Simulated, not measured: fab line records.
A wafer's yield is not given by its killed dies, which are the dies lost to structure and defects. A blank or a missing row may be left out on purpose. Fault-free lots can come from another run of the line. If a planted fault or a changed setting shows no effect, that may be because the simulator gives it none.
Chamber matching -- flow gf180mcu -- 4 sister chambers for GF_V3_CMP_26 on cmp-02
The step polishes, stops on SiO2, t overpolish 15 s, target thk 0 nm. 14 wafers are shown with their chamber, then 7 later ones without.

== WAFERS WITH THEIR CHAMBER ==
wafer,chamber,motor-current-A (A),time-to-endpoint-s (s),slurry-filter-dp-kPa (kPa)
L240.2,0,9.8,84,13.38
L240.4,2,9.8,81,13.39
L240.5,3,11.2,82,13.40
L241.2,0,9.5,84,13.36
L241.4,2,9.2,82,13.38
L241.5,0,9.8,79,13.18
L242.3,1,11.2,86,13.43
L242.4,0,9.3,79,13.32
L242.5,3,11.3,79,13.66
L243.3,3,11.4,80,13.55
L243.5,1,11.7,89,13.49
L243.6,2,10.1,84,13.61
L246.1,1,10.8,86,13.53
L246.3,2,9.6,84,13.42

SIGNATURES (averages over the wafers above)
reading,chamber 0,chamber 1,chamber 2,chamber 3,scatter within a chamber
motor-current-A,9.600,11.233,9.675,11.300,0.322
time-to-endpoint-s,81.50,87.00,82.75,80.33,2.06
slurry-filter-dp-kPa,13.3100,13.4833,13.4500,13.5367,0.0993
Rule: for each reading, subtract the chamber's mean from the wafer's reading, divide by that reading's scatter and square the result; add these up over the readings and take the root, which gives the wafer's distance from the chamber. The wafer belongs to the nearest chamber; if the next one is less than 2 further off, it can't be placed. The scatter: the root of (the sum of the squares of (reading less its chamber's mean) over the shown wafers, divided by (wafers less chambers)).

== WAFERS WHOSE CHAMBER IS MISSING ==
wafer,motor-current-A (A),time-to-endpoint-s (s),slurry-filter-dp-kPa (kPa)
L246.6,11.1,80,13.62
L247.1,11.5,80,13.50
L247.3,10.1,79,13.58
L247.6,11.0,85,13.36
L250.3,9.5,82,13.62
L250.5,11.0,86,13.30
L250.6,10.1,79,13.43

== CHAMBER TAKEN BY EACH ==
wafer,from the rows above,in truth
L246.6,3,3
L247.1,3,3
L247.3,can't be placed: 2 or 0 or 3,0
L247.6,can't be placed: 1 or 3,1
L250.3,can't be placed: 2 or 0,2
L250.5,can't be placed: 1 or 3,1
L250.6,can't be placed: 2 or 0 or 3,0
2 of 7 placed correctly. Unplaceable from these rows: 5, with the true chamber sitting among the candidates in 5. Number placed wrongly: 0.
